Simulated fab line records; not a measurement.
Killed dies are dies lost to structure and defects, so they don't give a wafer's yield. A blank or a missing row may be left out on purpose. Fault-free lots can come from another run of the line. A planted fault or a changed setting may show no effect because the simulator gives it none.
fab line records	flow gf180mcu
record lots=14	wafers=42	last_day=35
route steps=602 shown MIM@508 M5@534 V5@542
lots that met no fault: taken from a fault-free run of the same line
start_h: start of the lot's first displayed wafer, in hours after the record's first day	wait_h: how many hours have passed since the lot's step before this one	" unchanged from the row above	L1.1+2: a row that stands for several wafers	- no value, or no start was given	* or withheld: withheld	< > ~ a bound
route shown NAME@n: NAME is a module with steps in the file, n the number in the route of the first one	usual: the fault-free wafers' mean and standard deviation	same: alike in all rows	chamber/n: place in a boat	sites: each site's reading	_std_site: their standard deviation	_edge_site: outer sites' mean less inner sites'	radius_mm: how far each site lies from the wafer's centre	mask NAME#n: copy n	behind: the last tool/chamber to shape the wafer	hold: why the lot went on hold/how many hours it stayed there/how the hold came to an end	device: whichever transistor did not switch (one of n, p or np)	end of line: the route-end tests of the same wafers	for a step that has no rows: nothing shown but its recipe	killed: count of dies lost to structure and defects at first sort (not the wafer's yield)	map: a wafer's dies, marking killed ones x, the rest . and places with no die _
set.NAME: setting as actually run; set.NAME@STEP: the setting as run at that earlier step	model.NAME: the simulator's own value behind a step, which no gauge read
a sample of lots followed through the steps of the route, with each step as a table and each wafer as a row
services: when a tool's chamber went out of use (start_h, in hours from the record's first day, below 0 if earlier), for how many hours, and the reason
## steps
# step GF_MIM_CVD_05
# recipe material=Si3N4	target_thk_nm=42	temp_max_c=400	temp_c=385	time_s=29.086	rf_w=450
# usual heater_power_outer_w=387/67	heater_power_w=647/94
lot.wafer	tool	chamber	start_h	wait_h	heater_power_outer_w	heater_power_w
L474.1	pecvd-02	0	580.44	0.0	344	558
L474.4	"	2	"	"	438	720
L474.5	"	1	"	"	438	735
L475.2	pecvd-03	1	582.24	0.0	437	754
L475.4	"	0	"	"	305	517
L475.5	"	1	"	"	440	738
L476.1	pecvd-01	0	585.28	0.0	424	681
L476.3	"	1	"	"	530	804
L476.4	"	0	"	"	426	700
L477.1	pecvd-02	0	604.12	0.0	322	526
L477.3	"	1	"	"	382	676
L477.6	"	1	"	"	381	690
L478.1	pecvd-02	2	624.41	0.0	434	719
L478.2	"	1	"	"	424	747
L478.5	"	2	"	"	451	694
L479.1	pecvd-01	2	626.54	0.0	248	517
L479.2	"	0	"	"	410	668
L479.6	"	2	"	"	254	513
L481.2	pecvd-02	0	640.26	0.0	335	521
L481.3	"	2	"	"	432	710
L481.4	"	1	"	"	411	722
L486.1	pecvd-02	1	676.10	0.0	400	681
L486.3	"	2	"	"	402	669
L486.5	"	0	"	"	292	486
L490.3	pecvd-03	2	709.41	0.0	403	656
L490.4	"	0	"	"	302	525
L490.6	"	2	"	"	389	679
L492.2	pecvd-01	1	713.93	0.0	458	712
L492.3	"	0	"	"	400	666
L492.6	"	0	"	"	393	652
L494.3	pecvd-02	1	726.48	0.0	407	709
L494.4	"	0	"	"	292	474
L494.6	"	1	"	"	412	706
L495.2	pecvd-03	1	733.00	0.0	469	773
L495.3	"	0	"	"	263	449
L495.6	"	1	"	"	460	790
L496.1	pecvd-02	1	748.28	0.0	350	632
L496.2	"	0	"	"	326	525
L496.3	"	2	"	"	406	650
L497.2	pecvd-02	2	750.79	0.0	396	640
L497.4	"	1	"	"	417	721
L497.5	"	0	"	"	339	542
# step GF_MIM_THK_MEAS_11
# recipe thk_meas_gauge=xrf	reads=AlCu_of_MIM_SPUTTER_08
# usual MIM_ALCU_THK=201.6/2.5
lot.wafer	tool	chamber	start_h	wait_h	MIM_ALCU_THK[nm]
L474.1	film_metro-04	-	580.76	0.1	196.4
L474.4	"	-	"	"	197.4
L474.5	"	-	"	"	198.2
L475.2	film_metro-04	-	582.58	0.1	200.2
L475.4	"	-	"	"	198.9
L475.5	"	-	"	"	200.2
L476.1	film_metro-04	-	585.61	0.1	196.9
L476.3	"	-	"	"	195.8
L476.4	"	-	"	"	195.5
L477.1	film_metro-04	-	604.43	0.1	203.1
L477.3	"	-	"	"	200.9
L477.6	"	-	"	"	204.5
L478.1	film_metro-01	-	624.72	0.1	200.7
L478.2	"	-	"	"	198.6
L478.5	"	-	"	"	201.5
L479.1	film_metro-04	-	626.85	0.1	203.4
L479.2	"	-	"	"	203.3
L479.6	"	-	"	"	203.1
L481.2	film_metro-04	-	640.58	0.1	199.8
L481.3	"	-	"	"	200.2
L481.4	"	-	"	"	203.3
L486.1	film_metro-01	-	676.41	0.1	202.6
L486.3	"	-	"	"	201.7
L486.5	"	-	"	"	203.5
L490.3	film_metro-04	-	709.74	0.1	199.3
L490.4	"	-	"	"	203.7
L490.6	"	-	"	"	202.4
L492.2	film_metro-04	-	714.25	0.1	200.0
L492.3	"	-	"	"	204.5
L492.6	"	-	"	"	202.7
L494.3	film_metro-02	-	726.81	0.1	205.2
L494.4	"	-	"	"	204.9
L494.6	"	-	"	"	205.2
L495.2	film_metro-02	-	733.32	0.1	203.8
L495.3	"	-	"	"	202.2
L495.6	"	-	"	"	203.9
L496.1	film_metro-02	-	748.59	0.1	201.5
L496.2	"	-	"	"	199.6
L496.3	"	-	"	"	199.9
L497.2	film_metro-04	-	751.11	0.1	199.7
L497.4	"	-	"	"	198.1
L497.5	"	-	"	"	199.1
# step GF_M5_OVL_MEAS_08
# usual M5_OVL=0/5
lot.wafer	tool	chamber	start_h	wait_h	M5_OVL[nm]
L474.1	overlay-01	-	622.96	0.1	-5
L474.4	"	-	"	"	2
L474.5	"	-	"	"	-4
L475.2	overlay-01	-	625.22	0.1	-1
L475.4	"	-	"	"	2
L475.5	"	-	"	"	5
L476.1	overlay-02	-	629.18	0.1	3
L476.3	"	-	"	"	0
L476.4	"	-	"	"	-8
L477.1	overlay-02	-	647.03	0.1	-1
L477.3	"	-	"	"	-5
L477.6	"	-	"	"	-6
L478.1	overlay-01	-	663.53	0.1	-3
L478.2	"	-	"	"	-6
L478.5	"	-	"	"	-2
L479.1	overlay-02	-	667.83	0.1	9
L479.2	"	-	"	"	9
L479.6	"	-	"	"	4
L481.2	overlay-01	-	680.05	0.1	1
L481.3	"	-	"	"	7
L481.4	"	-	"	"	6
L486.1	overlay-01	-	715.23	0.1	4
L486.3	"	-	"	"	-2
L486.5	"	-	"	"	2
L490.3	overlay-02	-	744.84	0.1	2
L490.4	"	-	"	"	-4
L490.6	"	-	"	"	9
L492.2	overlay-02	-	750.03	0.1	-3
L492.3	"	-	"	"	-2
L492.6	"	-	"	"	-1
L494.3	overlay-02	-	761.22	0.1	8
L494.4	"	-	"	"	-7
L494.6	"	-	"	"	3
L495.2	overlay-01	-	768.35	0.1	2
L495.3	"	-	"	"	5
L495.6	"	-	"	"	3
L496.1	overlay-02	-	781.46	0.1	6
L496.2	"	-	"	"	4
L496.3	"	-	"	"	3
L497.2	overlay-02	-	783.43	0.1	4
L497.4	"	-	"	"	2
L497.5	"	-	"	"	1
# step GF_V5_CVD_02
# recipe material=SiO2	target_thk_nm=1450	precursor=TEOS	temp_c=400	time_s=163.28	rf_w=600
# usual heater_power_outer_w=382/76	heater_power_w=648/93
lot.wafer	tool	chamber	start_h	wait_h	heater_power_outer_w	heater_power_w
L474.1	pecvd-01	0	623.77	0.1	460	726
L474.4	"	0	"	"	338	585
L474.5	"	2	"	"	310	616
L475.2	pecvd-04	2	626.02	0.0	376	677
L475.4	"	2	"	"	425	732
L475.5	"	0	"	"	414	713
L476.1	pecvd-01	2	629.99	0.1	300	606
L476.3	"	0	"	"	389	637
L476.4	"	2	"	"	227	516
L477.1	pecvd-02	1	648.18	0.1	360	648
L477.3	"	0	"	"	363	579
L477.6	"	0	"	"	286	478
L478.1	pecvd-01	0	664.34	0.1	428	696
L478.2	"	1	"	"	553	858
L478.5	"	0	"	"	355	590
L479.1	pecvd-01	1	668.75	0.1	549	863
L479.2	"	2	"	"	318	630
L479.6	"	0	"	"	361	586
L481.2	pecvd-04	2	680.96	0.0	390	705
L481.3	"	1	"	"	273	494
L481.4	"	1	"	"	315	562
L486.1	pecvd-01	0	716.04	0.1	460	740
L486.3	"	1	"	"	484	727
L486.5	"	2	"	"	228	507
L490.3	pecvd-02	2	745.67	0.0	426	675
L490.4	"	2	"	"	481	753
L490.6	"	1	"	"	404	716
L492.2	pecvd-04	2	750.84	0.0	328	619
L492.3	"	0	"	"	430	737
L492.6	"	1	"	"	323	584
L494.3	pecvd-02	2	762.03	0.0	392	636
L494.4	"	1	"	"	333	598
L494.6	"	0	"	"	352	561
L495.2	pecvd-02	0	769.15	0.0	341	524
L495.3	"	1	"	"	419	740
L495.6	"	1	"	"	333	606
L496.1	pecvd-02	2	782.27	0.1	403	670
L496.2	"	1	"	"	378	668
L496.3	"	0	"	"	329	527
L497.2	pecvd-02	0	784.27	0.0	353	561
L497.4	"	0	"	"	390	593
L497.5	"	2	"	"	363	616
# step GF_V5_THK_MEAS_03
# recipe reads=SiO2_of_V5_CVD_02
# usual V5_CVD_02_THK=1443/17
lot.wafer	tool	chamber	start_h	wait_h	V5_CVD_02_THK[nm]
L474.1	film_metro-02	-	623.88	0.1	1430
L474.4	"	-	"	"	1449
L474.5	"	-	"	"	1466
L475.2	film_metro-02	-	626.14	0.1	1418
L475.4	"	-	"	"	1434
L475.5	"	-	"	"	1445
L476.1	film_metro-02	-	630.09	0.1	1441
L476.3	"	-	"	"	1436
L476.4	"	-	"	"	1458
L477.1	film_metro-03	-	648.29	0.1	1448
L477.3	"	-	"	"	1430
L477.6	"	-	"	"	1461
L478.1	film_metro-03	-	664.44	0.1	1435
L478.2	"	-	"	"	1429
L478.5	"	-	"	"	1452
L479.1	film_metro-02	-	668.86	0.1	1456
L479.2	"	-	"	"	1122
L479.6	"	-	"	"	1477
L481.2	film_metro-02	-	681.08	0.1	1456
L481.3	"	-	"	"	1443
L481.4	"	-	"	"	1473
L486.1	film_metro-03	-	716.14	0.1	1437
L486.3	"	-	"	"	1413
L486.5	"	-	"	"	1155
L490.3	film_metro-04	-	745.79	0.1	1436
L490.4	"	-	"	"	1435
L490.6	"	-	"	"	1462
L492.2	film_metro-03	-	750.95	0.1	1438
L492.3	"	-	"	"	1427
L492.6	"	-	"	"	1436
L494.3	film_metro-02	-	762.16	0.1	1409
L494.4	"	-	"	"	1436
L494.6	"	-	"	"	1445
L495.2	film_metro-04	-	769.27	0.1	1435
L495.3	"	-	"	"	1428
L495.6	"	-	"	"	1468
L496.1	film_metro-04	-	782.38	0.1	1439
L496.2	"	-	"	"	1431
L496.3	"	-	"	"	1424
L497.2	film_metro-03	-	784.38	0.1	1441
L497.4	"	-	"	"	1431
L497.5	"	-	"	"	1456
# step GF_V5_ETCH_17
# recipe chemistry=C4F8/O2/Ar	mask_material=KrF	target=SiO2	stop_on=TiN	source_w=1500	bias_w=1200	pressure_mtorr=40	c4f8_flow_sccm=withheld	O2_flow_sccm=6	Ar_flow_sccm=300	time_s=withheld	target_depth_a=8550
# usual oes_product_au=0.860/0.0044
lot.wafer	tool	chamber	start_h	wait_h	oes_product_au
L474.1	rie_diel-03	0	-	-	0.859
L474.4	"	1	"	"	0.856
L474.5	"	0	"	"	0.863
L475.2	rie_diel-01	3	-	-	0.862
L475.4	"	0	"	"	0.865
L475.5	"	3	"	"	0.860
L476.1	rie_diel-03	0	-	-	0.864
L476.3	"	1	"	"	0.852
L476.4	"	2	"	"	0.864
L477.1	rie_diel-02	2	-	-	0.865
L477.3	"	3	"	"	0.863
L477.6	"	3	"	"	0.857
L478.1	rie_diel-01	0	-	-	0.863
L478.2	"	3	"	"	0.865
L478.5	"	1	"	"	0.863
L479.1	rie_diel-03	2	-	-	0.861
L479.2	"	3	"	"	0.706
L479.6	"	2	"	"	0.863
L481.2	rie_diel-03	1	-	-	0.859
L481.3	"	3	"	"	0.860
L481.4	"	2	"	"	0.860
L486.1	rie_diel-01	3	-	-	0.857
L486.3	"	1	"	"	0.862
L486.5	"	3	"	"	0.697
L490.3	rie_diel-03	3	-	-	0.864
L490.4	"	1	"	"	0.855
L490.6	"	1	"	"	0.858
L492.2	rie_diel-01	0	-	-	0.857
L492.3	"	2	"	"	0.857
L492.6	"	2	"	"	0.855
L494.3	rie_diel-02	3	-	-	0.873
L494.4	"	2	"	"	0.855
L494.6	"	1	"	"	0.850
L495.2	rie_diel-03	3	-	-	0.858
L495.3	"	2	"	"	0.862
L495.6	"	0	"	"	0.854
L496.1	rie_diel-02	0	-	-	0.860
L496.2	"	3	"	"	0.853
L496.3	"	1	"	"	0.856
L497.2	rie_diel-01	1	-	-	0.858
L497.4	"	3	"	"	0.860
L497.5	"	1	"	"	0.860
## services
tool	chamber	start_h	hours	kind
pecvd-03	2	564.55	50.9	repair
pecvd-01	2	572.68	13.2	repair
pecvd-04	1	581.35	5.0	repair
pecvd-02	-	585.74	2.8	pm
pecvd-04	-	591.12	14.0	pm
rie_diel-01	1	596.94	4.0	repair
rie_diel-01	-	600.41	0.4	repair
pecvd-04	-	605.12	2.8	pm
rie_diel-01	1	610.06	2.7	repair
rie_diel-02	1	612.17	2.3	repair
rie_diel-02	0	612.81	12.4	repair
rie_diel-01	3	626.89	2.0	repair
rie_diel-02	2	633.77	8.5	repair
rie_diel-02	1	646.76	9.9	repair
pecvd-02	-	662.43	3.3	repair
rie_diel-01	-	711.19	0.5	repair
rie_diel-03	3	720.02	7.3	repair
pecvd-02	0	733.76	4.3	repair
rie_diel-01	2	747.35	8.4	repair
rie_diel-03	-	750.66	2.8	pm
pecvd-01	-	775.76	14.6	pm
rie_diel-01	0	776.12	25.9	repair
pecvd-01	-	793.68	5.7	repair
pecvd-02	-	799.38	14.0	pm
## key
first_sign step=GF_V5_THK_MEAS_03	reading=V5_CVD_02_THK	direction=down	sigmas=18	usual=1443	struck=1139
effect step=GF_V5_ETCH_17	reading=oes_product_au	direction=down	sigmas=36	usual=0.860	struck=0.702
met_at GF_V5_CVD_02
struck_lots L479,L486
struck_wafers L479.2,L486.5
sort_left_out L479.2,L486.5
not_acting_at GF_MIM_CVD_05,GF_MIM_THK_MEAS_11,GF_M5_OVL_MEAS_08
onset_between 629.99 668.75
fault kind=site_profile_drift	tool=pecvd-01	chamber=2	onset_h=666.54	steps=GF_V5_CVD_02	basis=fraction	max_abs_drift=0.45446	slope_share_per_hr=100.99	site_pattern=0,0,0,0,0,-1,-1,-1,-1
# sort_left_out: the simulated sort isn't trusted on such a fault, so these wafers' sort isn't shown, and their yield isn't known
